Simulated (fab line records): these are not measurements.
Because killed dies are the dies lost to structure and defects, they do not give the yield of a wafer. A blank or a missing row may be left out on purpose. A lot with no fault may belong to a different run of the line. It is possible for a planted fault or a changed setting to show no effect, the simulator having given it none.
fab line records / flow gf180mcu / part 2 of 2: steps 26 to 35 of 35
[record] lots = 5 wafers = 15 last-day = 34
route steps=602 shown POLY_GATE@161 HV_LDD@176
lots with no fault: from the same line, run without faults
start-h: hours from the record's opening day to when the first of the lot's shown wafers began / wait-h: time in hours since the lot's previous step / " same as the row above / L1.1+2: a single row standing in for several wafers / - value missing, or start not given / * or withheld: withheld / < > ~ a bound
route shown NAME@n: names a module that has steps shown in the file, with the first one's number in the route / usual: average and standard deviation across the fault-free wafers / same: alike in all rows / chamber/n: place in a boat / sites: the reading at each site / _std_site: standard deviation of those values / _edge_site: inner sites' mean taken away from outer sites' mean / radius-mm: how far each site lies from the wafer's centre / mask NAME#n: copy n / behind: tool/chamber where the wafer was last shaped / hold: the reason the lot was held/the length of the hold in hours/how it ended / device: names the non-switching transistor (n, p or np) / end of line: tests of these same wafers at the route's end / step lacking rows: just its recipe / killed: count of dies lost to structure and defects at first sort (not the wafer's yield) / map: dies across one wafer; x = killed, . = not, _ = none there
set.NAME: setting as actually run; set.NAME@STEP: the setting as run at that earlier step / model.NAME: the simulator's own value behind a step, which no gauge read
lots seen at some steps along the route; tables by step, rows by wafer
services: when a tool's chamber went out of use (start-h, in hours from the record's first day, below 0 if earlier), for how many hours, and the reason
[[steps]]
[step GF_HV_LDD_STRIP_10]
[recipe] chemistry = O2/N2 power-w = 1400 pressure-mtorr = 1500 platen-temp-c = 250 o2-flow-sccm = 3000 n2-flow-sccm = 300 overash-fraction = 0.5
[usual] chamber-pressure-mTorr = 1500/6.4 drypump-motor-current-A = 5.74/0.27 heater-power-w = 350/24 oes-product-au = 0.716/0.0046 strip-time-to-endpoint-s = 12.63/0.031
lot.wafer=L074.2 tool=plasma-asher-02 chamber=0 start-h=217.68 wait-h=0.1 chamber-pressure-mTorr=1499 drypump-motor-current-A=5.48 heater-power-w=307 oes-product-au=0.711 rf-hours-counter-h=4 strip-time-to-endpoint-s=12.64
lot.wafer=L074.4 tool=plasma-asher-02 chamber=1 start-h=217.68 wait-h=0.1 chamber-pressure-mTorr=1501 drypump-motor-current-A=6.18 heater-power-w=382 oes-product-au=0.720 rf-hours-counter-h=- strip-time-to-endpoint-s=12.66
lot.wafer=L074.5 tool=plasma-asher-02 chamber=1 start-h=217.68 wait-h=0.1 chamber-pressure-mTorr=1502 drypump-motor-current-A=6.17 heater-power-w=378 oes-product-au=0.713 rf-hours-counter-h=- strip-time-to-endpoint-s=12.65
lot.wafer=L079.1 tool=plasma-asher-01 chamber=0 start-h=253.16 wait-h=0.1 chamber-pressure-mTorr=1499 drypump-motor-current-A=5.70 heater-power-w=367 oes-product-au=0.725 rf-hours-counter-h=63 strip-time-to-endpoint-s=12.62
lot.wafer=L079.3 tool=plasma-asher-01 chamber=1 start-h=253.16 wait-h=0.1 chamber-pressure-mTorr=1502 drypump-motor-current-A=5.55 heater-power-w=362 oes-product-au=0.717 rf-hours-counter-h=- strip-time-to-endpoint-s=12.63
lot.wafer=L079.4 tool=plasma-asher-01 chamber=0 start-h=253.16 wait-h=0.1 chamber-pressure-mTorr=1500 drypump-motor-current-A=5.67 heater-power-w=373 oes-product-au=0.716 rf-hours-counter-h=- strip-time-to-endpoint-s=12.62
lot.wafer=L087.2 tool=plasma-asher-02 chamber=0 start-h=310.58 wait-h=0.1 chamber-pressure-mTorr=1500 drypump-motor-current-A=5.52 heater-power-w=306 oes-product-au=0.718 rf-hours-counter-h=14 strip-time-to-endpoint-s=12.57
lot.wafer=L087.5 tool=plasma-asher-02 chamber=0 start-h=310.58 wait-h=0.1 chamber-pressure-mTorr=1500 drypump-motor-current-A=5.54 heater-power-w=305 oes-product-au=0.723 rf-hours-counter-h=- strip-time-to-endpoint-s=12.58
lot.wafer=L087.6 tool=plasma-asher-02 chamber=1 start-h=310.58 wait-h=0.1 chamber-pressure-mTorr=1501 drypump-motor-current-A=6.18 heater-power-w=380 oes-product-au=0.715 rf-hours-counter-h=- strip-time-to-endpoint-s=12.57
lot.wafer=L088.3 tool=plasma-asher-02 chamber=1 start-h=323.69 wait-h=0.1 chamber-pressure-mTorr=1500 drypump-motor-current-A=6.17 heater-power-w=380 oes-product-au=0.719 rf-hours-counter-h=- strip-time-to-endpoint-s=12.64
lot.wafer=L088.4 tool=plasma-asher-02 chamber=0 start-h=323.69 wait-h=0.1 chamber-pressure-mTorr=1500 drypump-motor-current-A=5.50 heater-power-w=306 oes-product-au=0.718 rf-hours-counter-h=- strip-time-to-endpoint-s=12.66
lot.wafer=L088.5 tool=plasma-asher-02 chamber=0 start-h=323.69 wait-h=0.1 chamber-pressure-mTorr=1501 drypump-motor-current-A=5.52 heater-power-w=311 oes-product-au=0.723 rf-hours-counter-h=- strip-time-to-endpoint-s=12.68
lot.wafer=L095.1 tool=plasma-asher-03 chamber=1 start-h=370.97 wait-h=0.1 chamber-pressure-mTorr=1499 drypump-motor-current-A=6.03 heater-power-w=354 oes-product-au=0.703 rf-hours-counter-h=76 strip-time-to-endpoint-s=12.64
lot.wafer=L095.2 tool=plasma-asher-03 chamber=0 start-h=370.97 wait-h=0.1 chamber-pressure-mTorr=1501 drypump-motor-current-A=5.44 heater-power-w=328 oes-product-au=0.720 rf-hours-counter-h=76 strip-time-to-endpoint-s=12.63
lot.wafer=L095.5 tool=plasma-asher-03 chamber=1 start-h=370.97 wait-h=0.1 chamber-pressure-mTorr=1499 drypump-motor-current-A=6.03 heater-power-w=350 oes-product-au=0.719 rf-hours-counter-h=- strip-time-to-endpoint-s=12.60
[step GF_HV_LDD_TW_MEAS_11]
[usual] HV_LDD_TW = 2433/18
lot.wafer=L074.2 tool=film-metro-02 chamber=- start-h=217.79 wait-h=0.1 HV_LDD_TW=2416
lot.wafer=L074.4 tool=film-metro-02 chamber=- start-h=217.79 wait-h=0.1 HV_LDD_TW=2415
lot.wafer=L074.5 tool=film-metro-02 chamber=- start-h=217.79 wait-h=0.1 HV_LDD_TW=2408
lot.wafer=L079.1 tool=film-metro-04 chamber=- start-h=253.26 wait-h=0.1 HV_LDD_TW=2450
lot.wafer=L079.3 tool=film-metro-04 chamber=- start-h=253.26 wait-h=0.1 HV_LDD_TW=2446
lot.wafer=L079.4 tool=film-metro-04 chamber=- start-h=253.26 wait-h=0.1 HV_LDD_TW=2448
lot.wafer=L087.2 tool=film-metro-03 chamber=- start-h=310.69 wait-h=0.1 HV_LDD_TW=2420
lot.wafer=L087.5 tool=film-metro-03 chamber=- start-h=310.69 wait-h=0.1 HV_LDD_TW=2438
lot.wafer=L087.6 tool=film-metro-03 chamber=- start-h=310.69 wait-h=0.1 HV_LDD_TW=2438
lot.wafer=L088.3 tool=film-metro-02 chamber=- start-h=323.77 wait-h=0.1 HV_LDD_TW=2425
lot.wafer=L088.4 tool=film-metro-02 chamber=- start-h=323.77 wait-h=0.1 HV_LDD_TW=2442
lot.wafer=L088.5 tool=film-metro-02 chamber=- start-h=323.77 wait-h=0.1 HV_LDD_TW=2431
lot.wafer=L095.1 tool=film-metro-03 chamber=- start-h=371.07 wait-h=0.1 HV_LDD_TW=2418
lot.wafer=L095.2 tool=film-metro-03 chamber=- start-h=371.07 wait-h=0.1 HV_LDD_TW=2422
lot.wafer=L095.5 tool=film-metro-03 chamber=- start-h=371.07 wait-h=0.1 HV_LDD_TW=2403
[step GF_HV_LDD_DEHYDRATE_12]
[recipe] temp-c = 200 time-s = 60
[usual] exhaust-pa = 45.1/0.92
[same] time-s = 60
lot.wafer=L074.2 tool=litho-track-02 chamber=0 start-h=226.22 wait-h=8.4 exhaust-pa=45.4
lot.wafer=L074.4 tool=litho-track-02 chamber=0 start-h=226.22 wait-h=8.4 exhaust-pa=45.8
lot.wafer=L074.5 tool=litho-track-02 chamber=0 start-h=226.22 wait-h=8.4 exhaust-pa=44.9
lot.wafer=L079.1 tool=litho-track-02 chamber=0 start-h=262.60 wait-h=9.3 exhaust-pa=45.3
lot.wafer=L079.3 tool=litho-track-02 chamber=0 start-h=262.60 wait-h=9.3 exhaust-pa=46.7
lot.wafer=L079.4 tool=litho-track-02 chamber=0 start-h=262.60 wait-h=9.3 exhaust-pa=46.8
lot.wafer=L087.2 tool=litho-track-03 chamber=0 start-h=320.69 wait-h=10.0 exhaust-pa=43.6
lot.wafer=L087.5 tool=litho-track-03 chamber=0 start-h=320.69 wait-h=10.0 exhaust-pa=45.0
lot.wafer=L087.6 tool=litho-track-03 chamber=0 start-h=320.69 wait-h=10.0 exhaust-pa=45.1
lot.wafer=L088.3 tool=litho-track-01 chamber=0 start-h=333.75 wait-h=10.0 exhaust-pa=45.3
lot.wafer=L088.4 tool=litho-track-01 chamber=0 start-h=333.75 wait-h=10.0 exhaust-pa=44.7
lot.wafer=L088.5 tool=litho-track-01 chamber=0 start-h=333.75 wait-h=10.0 exhaust-pa=45.0
lot.wafer=L095.1 tool=litho-track-01 chamber=0 start-h=381.60 wait-h=10.5 exhaust-pa=46.7
lot.wafer=L095.2 tool=litho-track-01 chamber=0 start-h=381.60 wait-h=10.5 exhaust-pa=45.3
lot.wafer=L095.5 tool=litho-track-01 chamber=0 start-h=381.60 wait-h=10.5 exhaust-pa=46.1
[step GF_HV_LDD_HMDS_13]
[recipe] prime-time-s = 60 prime-temp-c = 120
[usual] exhaust-pa = 45.0/0.85
[same] prime-time-s = 60
lot.wafer=L074.2 tool=litho-track-02 chamber=0 start-h=226.37 wait-h=0.1 exhaust-pa=45.1
lot.wafer=L074.4 tool=litho-track-02 chamber=0 start-h=226.37 wait-h=0.1 exhaust-pa=45.7
lot.wafer=L074.5 tool=litho-track-02 chamber=0 start-h=226.37 wait-h=0.1 exhaust-pa=44.8
lot.wafer=L079.1 tool=litho-track-02 chamber=0 start-h=262.75 wait-h=0.1 exhaust-pa=44.0
lot.wafer=L079.3 tool=litho-track-02 chamber=0 start-h=262.75 wait-h=0.1 exhaust-pa=43.7
lot.wafer=L079.4 tool=litho-track-02 chamber=0 start-h=262.75 wait-h=0.1 exhaust-pa=44.6
lot.wafer=L087.2 tool=litho-track-03 chamber=0 start-h=320.84 wait-h=0.1 exhaust-pa=44.9
lot.wafer=L087.5 tool=litho-track-03 chamber=0 start-h=320.84 wait-h=0.1 exhaust-pa=43.5
lot.wafer=L087.6 tool=litho-track-03 chamber=0 start-h=320.84 wait-h=0.1 exhaust-pa=44.4
lot.wafer=L088.3 tool=litho-track-01 chamber=0 start-h=333.90 wait-h=0.1 exhaust-pa=44.6
lot.wafer=L088.4 tool=litho-track-01 chamber=0 start-h=333.90 wait-h=0.1 exhaust-pa=46.0
lot.wafer=L088.5 tool=litho-track-01 chamber=0 start-h=333.90 wait-h=0.1 exhaust-pa=46.0
lot.wafer=L095.1 tool=litho-track-01 chamber=0 start-h=381.75 wait-h=0.1 exhaust-pa=44.5
lot.wafer=L095.2 tool=litho-track-01 chamber=0 start-h=381.75 wait-h=0.1 exhaust-pa=44.3
lot.wafer=L095.5 tool=litho-track-01 chamber=0 start-h=381.75 wait-h=0.1 exhaust-pa=44.0
[step GF_HV_LDD_COAT_14]
[recipe] resist = NOVOLAK spin-rpm = 3000 resist-thk-nm = 1000
[usual] dispense-pressure-kPa = 50.4/0.84 exhaust-pa = 45.0/0.94
lot.wafer=L074.2 tool=litho-track-02 chamber=0 start-h=226.52 wait-h=0.1 dispense-pressure-kPa=49.8 exhaust-pa=43.6
lot.wafer=L074.4 tool=litho-track-02 chamber=0 start-h=226.52 wait-h=0.1 dispense-pressure-kPa=49.8 exhaust-pa=45.1
lot.wafer=L074.5 tool=litho-track-02 chamber=0 start-h=226.52 wait-h=0.1 dispense-pressure-kPa=49.8 exhaust-pa=45.2
lot.wafer=L079.1 tool=litho-track-02 chamber=0 start-h=262.90 wait-h=0.1 dispense-pressure-kPa=49.8 exhaust-pa=44.3
lot.wafer=L079.3 tool=litho-track-02 chamber=0 start-h=262.90 wait-h=0.1 dispense-pressure-kPa=49.8 exhaust-pa=44.6
lot.wafer=L079.4 tool=litho-track-02 chamber=0 start-h=262.90 wait-h=0.1 dispense-pressure-kPa=49.8 exhaust-pa=45.5
lot.wafer=L087.2 tool=litho-track-03 chamber=0 start-h=320.99 wait-h=0.1 dispense-pressure-kPa=51.2 exhaust-pa=45.8
lot.wafer=L087.5 tool=litho-track-03 chamber=0 start-h=320.99 wait-h=0.1 dispense-pressure-kPa=51.3 exhaust-pa=45.7
lot.wafer=L087.6 tool=litho-track-03 chamber=0 start-h=320.99 wait-h=0.1 dispense-pressure-kPa=51.2 exhaust-pa=45.5
lot.wafer=L088.3 tool=litho-track-01 chamber=0 start-h=334.05 wait-h=0.1 dispense-pressure-kPa=49.4 exhaust-pa=45.1
lot.wafer=L088.4 tool=litho-track-01 chamber=0 start-h=334.05 wait-h=0.1 dispense-pressure-kPa=49.5 exhaust-pa=45.9
lot.wafer=L088.5 tool=litho-track-01 chamber=0 start-h=334.05 wait-h=0.1 dispense-pressure-kPa=49.5 exhaust-pa=45.2
lot.wafer=L095.1 tool=litho-track-01 chamber=0 start-h=381.90 wait-h=0.1 dispense-pressure-kPa=49.4 exhaust-pa=45.5
lot.wafer=L095.2 tool=litho-track-01 chamber=0 start-h=381.90 wait-h=0.1 dispense-pressure-kPa=49.5 exhaust-pa=45.0
lot.wafer=L095.5 tool=litho-track-01 chamber=0 start-h=381.90 wait-h=0.1 dispense-pressure-kPa=49.5 exhaust-pa=45.9
[step GF_HV_LDD_SOFTBAKE_15]
[recipe] temp-c = 90 time-s = 60 resist = NOVOLAK
[usual] exhaust-pa = 45.1/0.87
[same] time-s = 60
lot.wafer=L074.2 tool=litho-track-02 chamber=0 start-h=226.67 wait-h=0.1 exhaust-pa=44.7
lot.wafer=L074.4 tool=litho-track-02 chamber=0 start-h=226.67 wait-h=0.1 exhaust-pa=46.4
lot.wafer=L074.5 tool=litho-track-02 chamber=0 start-h=226.67 wait-h=0.1 exhaust-pa=46.8
lot.wafer=L079.1 tool=litho-track-02 chamber=0 start-h=263.05 wait-h=0.1 exhaust-pa=45.1
lot.wafer=L079.3 tool=litho-track-02 chamber=0 start-h=263.05 wait-h=0.1 exhaust-pa=44.8
lot.wafer=L079.4 tool=litho-track-02 chamber=0 start-h=263.05 wait-h=0.1 exhaust-pa=45.7
lot.wafer=L087.2 tool=litho-track-03 chamber=0 start-h=321.14 wait-h=0.1 exhaust-pa=44.5
lot.wafer=L087.5 tool=litho-track-03 chamber=0 start-h=321.14 wait-h=0.1 exhaust-pa=43.9
lot.wafer=L087.6 tool=litho-track-03 chamber=0 start-h=321.14 wait-h=0.1 exhaust-pa=46.2
lot.wafer=L088.3 tool=litho-track-01 chamber=0 start-h=334.20 wait-h=0.1 exhaust-pa=43.1
lot.wafer=L088.4 tool=litho-track-01 chamber=0 start-h=334.20 wait-h=0.1 exhaust-pa=43.8
lot.wafer=L088.5 tool=litho-track-01 chamber=0 start-h=334.20 wait-h=0.1 exhaust-pa=44.0
lot.wafer=L095.1 tool=litho-track-01 chamber=0 start-h=382.05 wait-h=0.1 exhaust-pa=43.9
lot.wafer=L095.2 tool=litho-track-01 chamber=0 start-h=382.05 wait-h=0.1 exhaust-pa=45.3
lot.wafer=L095.5 tool=litho-track-01 chamber=0 start-h=382.05 wait-h=0.1 exhaust-pa=45.1
[step GF_HV_LDD_EXPOSE_16]
[recipe] mask-id = Pplus_LV_AREA target-cd-nm = 400 na = 0.6 source-shape = conventional sigma-outer = 0.6 dose-mj = 140
lot.wafer=L074.2+4+5 tool=iline-stepper-01 chamber=0 start-h=- wait-h=- mask=Pplus_LV_AREA#0
lot.wafer=L079.1+3+4 tool=iline-stepper-01 chamber=0 start-h=- wait-h=- mask=Pplus_LV_AREA#0
lot.wafer=L087.2+5+6 tool=iline-stepper-01 chamber=0 start-h=- wait-h=- mask=Pplus_LV_AREA#0
lot.wafer=L088.3+4+5 tool=iline-stepper-02 chamber=0 start-h=- wait-h=- mask=Pplus_LV_AREA#0
lot.wafer=L095.1+2+5 tool=iline-stepper-01 chamber=0 start-h=- wait-h=- mask=Pplus_LV_AREA#0
[step GF_HV_LDD_PEB_17]
[recipe] temp-c = withheld time-s = * resist = NOVOLAK
[usual] exhaust-pa = 45.0/0.91
[same] time-s = *
lot.wafer=L074.2 tool=litho-track-03 chamber=0 start-h=- wait-h=- exhaust-pa=45.4
lot.wafer=L074.4 tool=litho-track-03 chamber=0 start-h=- wait-h=- exhaust-pa=45.9
lot.wafer=L074.5 tool=litho-track-03 chamber=0 start-h=- wait-h=- exhaust-pa=44.9
lot.wafer=L079.1 tool=litho-track-02 chamber=0 start-h=- wait-h=- exhaust-pa=45.4
lot.wafer=L079.3 tool=litho-track-02 chamber=0 start-h=- wait-h=- exhaust-pa=45.0
lot.wafer=L079.4 tool=litho-track-02 chamber=0 start-h=- wait-h=- exhaust-pa=45.1
lot.wafer=L087.2 tool=litho-track-01 chamber=0 start-h=- wait-h=- exhaust-pa=43.5
lot.wafer=L087.5 tool=litho-track-01 chamber=0 start-h=- wait-h=- exhaust-pa=44.9
lot.wafer=L087.6 tool=litho-track-01 chamber=0 start-h=- wait-h=- exhaust-pa=44.1
lot.wafer=L088.3 tool=litho-track-01 chamber=0 start-h=- wait-h=- exhaust-pa=44.9
lot.wafer=L088.4 tool=litho-track-01 chamber=0 start-h=- wait-h=- exhaust-pa=45.2
lot.wafer=L088.5 tool=litho-track-01 chamber=0 start-h=- wait-h=- exhaust-pa=45.6
lot.wafer=L095.1 tool=litho-track-03 chamber=0 start-h=- wait-h=- exhaust-pa=46.0
lot.wafer=L095.2 tool=litho-track-03 chamber=0 start-h=- wait-h=- exhaust-pa=46.6
lot.wafer=L095.5 tool=litho-track-03 chamber=0 start-h=- wait-h=- exhaust-pa=47.1
[step GF_HV_LDD_DEVELOP_18]
[recipe] develop-time-s = 60 dev-temp-c = 23
[usual] exhaust-pa = 45.2/0.86
lot.wafer=L074.2 tool=litho-track-03 chamber=0 start-h=235.80 wait-h=0.1 exhaust-pa=45.5
lot.wafer=L074.4 tool=litho-track-03 chamber=0 start-h=235.80 wait-h=0.1 exhaust-pa=45.1
lot.wafer=L074.5 tool=litho-track-03 chamber=0 start-h=235.80 wait-h=0.1 exhaust-pa=46.2
lot.wafer=L079.1 tool=litho-track-02 chamber=0 start-h=272.75 wait-h=0.1 exhaust-pa=45.8
lot.wafer=L079.3 tool=litho-track-02 chamber=0 start-h=272.75 wait-h=0.1 exhaust-pa=45.1
lot.wafer=L079.4 tool=litho-track-02 chamber=0 start-h=272.75 wait-h=0.1 exhaust-pa=44.7
lot.wafer=L087.2 tool=litho-track-01 chamber=0 start-h=331.47 wait-h=0.1 exhaust-pa=46.2
lot.wafer=L087.5 tool=litho-track-01 chamber=0 start-h=331.47 wait-h=0.1 exhaust-pa=45.3
lot.wafer=L087.6 tool=litho-track-01 chamber=0 start-h=331.47 wait-h=0.1 exhaust-pa=46.0
lot.wafer=L088.3 tool=litho-track-01 chamber=0 start-h=344.50 wait-h=0.1 exhaust-pa=46.2
lot.wafer=L088.4 tool=litho-track-01 chamber=0 start-h=344.50 wait-h=0.1 exhaust-pa=46.3
lot.wafer=L088.5 tool=litho-track-01 chamber=0 start-h=344.50 wait-h=0.1 exhaust-pa=46.4
lot.wafer=L095.1 tool=litho-track-03 chamber=0 start-h=393.07 wait-h=0.1 exhaust-pa=44.9
lot.wafer=L095.2 tool=litho-track-03 chamber=0 start-h=393.07 wait-h=0.1 exhaust-pa=44.2
lot.wafer=L095.5 tool=litho-track-03 chamber=0 start-h=393.07 wait-h=0.1 exhaust-pa=44.0
[step GF_HV_LDD_CD_MEAS_19]
[recipe] target-cd-nm = 400
[usual] cd-nm = 400.7/2.4
lot.wafer=L074.2 tool=cd-sem-01 chamber=- start-h=235.94 wait-h=0.1 cd-nm=399.0
lot.wafer=L074.4 tool=cd-sem-01 chamber=- start-h=235.94 wait-h=0.1 cd-nm=395.2
lot.wafer=L074.5 tool=cd-sem-01 chamber=- start-h=235.94 wait-h=0.1 cd-nm=399.8
lot.wafer=L079.1 tool=cd-sem-01 chamber=- start-h=272.90 wait-h=0.1 cd-nm=396.7
lot.wafer=L079.3 tool=cd-sem-01 chamber=- start-h=272.90 wait-h=0.1 cd-nm=397.8
lot.wafer=L079.4 tool=cd-sem-01 chamber=- start-h=272.90 wait-h=0.1 cd-nm=396.8
lot.wafer=L087.2 tool=cd-sem-02 chamber=- start-h=331.62 wait-h=0.1 cd-nm=400.8
lot.wafer=L087.5 tool=cd-sem-02 chamber=- start-h=331.62 wait-h=0.1 cd-nm=400.0
lot.wafer=L087.6 tool=cd-sem-02 chamber=- start-h=331.62 wait-h=0.1 cd-nm=398.6
lot.wafer=L088.3 tool=cd-sem-01 chamber=- start-h=344.64 wait-h=0.1 cd-nm=400.1
lot.wafer=L088.4 tool=cd-sem-01 chamber=- start-h=344.64 wait-h=0.1 cd-nm=398.6
lot.wafer=L088.5 tool=cd-sem-01 chamber=- start-h=344.64 wait-h=0.1 cd-nm=399.1
lot.wafer=L095.1 tool=cd-sem-02 chamber=- start-h=393.22 wait-h=0.1 cd-nm=400.9
lot.wafer=L095.2 tool=cd-sem-02 chamber=- start-h=393.22 wait-h=0.1 cd-nm=396.6
lot.wafer=L095.5 tool=cd-sem-02 chamber=- start-h=393.22 wait-h=0.1 cd-nm=399.8
[[services]]
tool=plasma-asher-02 chamber=- start-h=176.57 hours=6.6 kind=repair
tool=furnace-01 chamber=- start-h=180.00 hours=4.3 kind=pm
tool=krf-scanner-02 chamber=- start-h=182.62 hours=1.0 kind=pm
tool=rie-si-02 chamber=- start-h=194.01 hours=2.8 kind=pm
tool=rie-diel-03 chamber=0 start-h=198.46 hours=7.8 kind=repair
tool=iline-stepper-02 chamber=- start-h=204.37 hours=8.2 kind=repair
tool=rie-diel-03 chamber=0 start-h=207.60 hours=19.4 kind=repair
tool=krf-scanner-02 chamber=- start-h=212.03 hours=1.3 kind=pm
tool=krf-scanner-02 chamber=- start-h=223.62 hours=1.0 kind=repair
tool=iline-stepper-02 chamber=- start-h=227.06 hours=2.1 kind=pm
tool=rie-diel-03 chamber=0 start-h=228.02 hours=6.4 kind=repair
tool=implanter-01 chamber=- start-h=232.86 hours=3.3 kind=repair
tool=rie-diel-03 chamber=0 start-h=237.52 hours=3.1 kind=repair
tool=wet-bench-01 chamber=- start-h=252.27 hours=2.4 kind=repair
tool=rie-diel-03 chamber=- start-h=255.04 hours=2.2 kind=repair
tool=iline-stepper-01 chamber=- start-h=274.80 hours=0.5 kind=repair
tool=krf-scanner-02 chamber=- start-h=300.33 hours=0.8 kind=pm
tool=iline-stepper-01 chamber=- start-h=335.29 hours=1.7 kind=pm
tool=furnace-01 chamber=- start-h=347.21 hours=3.5 kind=pm
tool=krf-scanner-02 chamber=- start-h=351.62 hours=1.0 kind=pm
tool=krf-scanner-02 chamber=- start-h=362.75 hours=1.6 kind=repair
tool=krf-scanner-02 chamber=- start-h=366.95 hours=3.9 kind=repair
tool=furnace-01 chamber=- start-h=373.70 hours=3.7 kind=pm
tool=krf-scanner-02 chamber=- start-h=387.93 hours=1.3 kind=pm
